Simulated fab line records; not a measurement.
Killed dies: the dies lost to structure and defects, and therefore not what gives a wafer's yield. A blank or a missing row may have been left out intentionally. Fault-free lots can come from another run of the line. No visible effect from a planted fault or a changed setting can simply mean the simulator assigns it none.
Struck lot and sound lot, side by side / flow sky130 / 33 out of 708 route steps
Sound: wafers L426.2, L426.4, L426.6. Struck: wafer L419.1; the same lot's L419.6 was not struck, so it is left out; see the end for the cause.
Each step with rows lists, per side, the tool, then ch with its chambers, then its first start. Under that, the readings that differ: sound wafers / struck wafers / difference of the means / sigmas: that difference in standard deviations of wafers without a fault.
alike: readings with means less than 2 such deviations apart, plus words and numbers identical on both sides. not compared: withheld readings, readings lacking a value on some wafer, bounds such as >300 that could conceal the same value, and numbers that have no deviation in the record and whose values overlap.
A row with sigmas, a row that says differs or no value, or rows on one side alone: a step with any of these is where the two part. Numbers that don't overlap but have no deviation are shown without sigmas and don't part them. A reading that every wafer of one side lacks parts them only if that side has two wafers or more.

first, 4 steps without rows for these wafers: SKY_LOCAL_INTERCONNECT_SOFTBAKE_07 (time 90 s); SKY_LOCAL_INTERCONNECT_EXPOSE_08 (exposes mask LI1M, target cd 170 nm); SKY_LOCAL_INTERCONNECT_PEB_09; SKY_LOCAL_INTERCONNECT_DEVELOP_10 (develop time 60 s).
SKY_LOCAL_INTERCONNECT_CD_MEAS_11: target cd 170 nm.
  sound on cd_sem-01, day 36 19:27; struck on cd_sem-01, day 34 07:14
  alike: cd_nm
SKY_LOCAL_INTERCONNECT_OVL_MEAS_12:
  sound on overlay-01, day 36 19:34; struck on overlay-02, day 34 07:22
  alike: LOCAL_INTERCONNECT_OVL
then, 1 step without rows for these wafers: SKY_LOCAL_INTERCONNECT_ETCH_13 (etches BARC in N2/H2, stops on SiO2, time 45.9 s, target depth 60 nm).
SKY_LOCAL_INTERCONNECT_METAL_ETCH_14: etches TiN in Cl2/BCl3, stops on PSG, target depth 110 nm, time 31.4 s.
  sound on rie_metal-03 ch 0,1, day 36 19:39; struck on rie_metal-01 ch 0, day 34 07:32
  alike: chamber_pressure_mTorr, drypump_motor_current_A, oes_product_au, throttle_valve_pct
  not compared: rf_hours_counter_h
SKY_LOCAL_INTERCONNECT_STRIP_15: strips in O2/N2.
  sound on plasma_asher-01 ch 0, day 36 19:42; struck on plasma_asher-04 ch 0, day 34 07:38
reading=drypump_motor_current_A (A); sound=4.9 5.0 4.9; struck=6.4; difference=+1.5; sigmas=+3
  alike: chamber_pressure_mTorr, oes_product_au, strip_time_to_endpoint_s
  not compared: rf_hours_counter_h
then, 3 steps without rows for these wafers: SKY_LOCAL_INTERCONNECT_STRIP_16 (strips in post etch residue remover, time 1200 s); SKY_LOCAL_INTERCONNECT_CLEAN_17 (cleans in IPA, time 180 s); SKY_LOCAL_INTERCONNECT_CLEAN_18 (cleans in O3/DIW).
SKY_CONTACT_CVD_00: deposits Si3N4, target thk 75 nm.
  sound on pecvd-01 ch 0,1,2, day 36 20:18; struck on pecvd-03 ch 0, day 34 08:13
reading=model.Si3N4_of_CONTACT_CVD_00.thk_nm (nm); sound=74.01 75.73 75.64; struck=106.2; difference=+31.1; sigmas=
  alike: heater_power_w
SKY_CONTACT_THK_MEAS_01:
  sound on film_metro-04, day 36 20:21; struck on film_metro-01, day 34 08:15
reading=CONTACT_CVD_00_THK (nm); sound=74.0 75.7 75.6; struck=106.2; difference=+31.1; sigmas=+35
then, 1 step without rows for these wafers: SKY_CONTACT_HDPCVD_02 (deposits SiO2, target thk 565 nm, time 94.2 s).
SKY_CONTACT_THK_MEAS_03:
  sound on film_metro-02, day 36 20:29; struck on film_metro-02, day 34 08:23
  alike: CONTACT_HDPCVD_THK
then, 1 step without rows for these wafers: SKY_CONTACT_CMP_04 (polishes SiO2).
SKY_CONTACT_BOW_MEAS_05:
  sound on film_metro-04, day 36 20:51; struck on film_metro-02, day 34 08:44
reading=CONTACT_BOW (um); sound=75 75 75; struck=90; difference=+15; sigmas=+2
then, 8 steps without rows for these wafers: SKY_CONTACT_DEHYDRATE_06 (time 60 s); SKY_CONTACT_HMDS_07 (prime time 60 s); SKY_CONTACT_COAT_08 (resist thk 60 nm); SKY_CONTACT_COAT_09 (resist thk 450 nm); SKY_CONTACT_SOFTBAKE_10 (time 90 s); SKY_CONTACT_EXPOSE_11 (exposes mask CTM1, target cd 170 nm); SKY_CONTACT_PEB_12; SKY_CONTACT_DEVELOP_13 (develop time 60 s).
SKY_CONTACT_CD_MEAS_14: target cd 170 nm.
  sound on cd_sem-01, day 37 22:56; struck on cd_sem-01, day 35 10:54
  alike: cd_nm
SKY_CONTACT_OVL_MEAS_15:
  sound on overlay-01, day 37 23:03; struck on overlay-02, day 35 11:01
  alike: CONTACT_OVL
SKY_CONTACT_ETCH_16: etches BARC in N2/H2, stops on SiO2, time 45.9 s, target depth 60 nm.
  sound on rie_diel-01 ch 2,3, day 37 23:05; struck on rie_diel-01 ch 0, day 35 11:04
  alike: chamber_pressure_mTorr, drypump_motor_current_A, oes_product_au, throttle_valve_pct
  not compared: rf_hours_counter_h
SKY_CONTACT_ETCH_17: etches SiO2 in C4F8/O2/Ar, stops on Si3N4, target depth 340 nm.
  sound on rie_diel-01 ch 2,3, day 37 23:07; struck on rie_diel-01 ch 0, day 35 11:06
  alike: chamber_pressure_mTorr, oes_product_au
SKY_CONTACT_ETCH_18: etches Si3N4 in CHF3/O2, stops on TiN, time 39 s, target depth 75 nm.
  sound on rie_diel-01 ch 2,3; struck on rie_diel-01 ch 0
reading=oes_product_au (a.u.); sound=0.850 0.861 0.859; struck=0.984; difference=+0.127; sigmas=+17
reading=throttle_valve_pct (%); sound=8.783 8.781 8.794; struck=8.821; difference=+0.035; sigmas=+4
reading=model.etch.depth_nm (nm); sound=74.01 75.73 75.64; struck=94.84; difference=+19.71; sigmas=
  alike: chamber_pressure_mTorr, drypump_motor_current_A
  not compared: rf_hours_counter_h
SKY_CONTACT_STRIP_19: strips in O2/N2.
  sound on plasma_asher-03 ch 0,1, day 37 23:13; struck on plasma_asher-02 ch 0, day 35 11:11
  alike: chamber_pressure_mTorr, drypump_motor_current_A, oes_product_au, strip_time_to_endpoint_s
  not compared: rf_hours_counter_h
-- the record jumps here: 13 days lie between the struck wafers' starts before and after (it left off in module CONTACT and takes up again in module PAD_OPEN, whose first step shown is number 708 of the route) --
SKY_PAD_OPEN_PROBE_99:
  sound on prober-02, day 50 09:04; struck on prober-02, day 48 19:02
reading=killed_at_contacts; sound=26 25 21; struck=428; difference=+404; sigmas=+75
reading=killed_dies; sound=87 90 79; struck=492; difference=+407; sigmas=+45
reading=killed_on_rim; sound=15 16 14; struck=96; difference=+81; sigmas=+23
  alike: killed_at_M0_to_M3, killed_at_M4_up, killed_at_front_end, killed_at_other, killed_open, killed_short

== WHERE THEY PART ==
First at SKY_LOCAL_INTERCONNECT_STRIP_15; last, within this record, at SKY_PAD_OPEN_PROBE_99.

WHY: what had been put in by the simulator
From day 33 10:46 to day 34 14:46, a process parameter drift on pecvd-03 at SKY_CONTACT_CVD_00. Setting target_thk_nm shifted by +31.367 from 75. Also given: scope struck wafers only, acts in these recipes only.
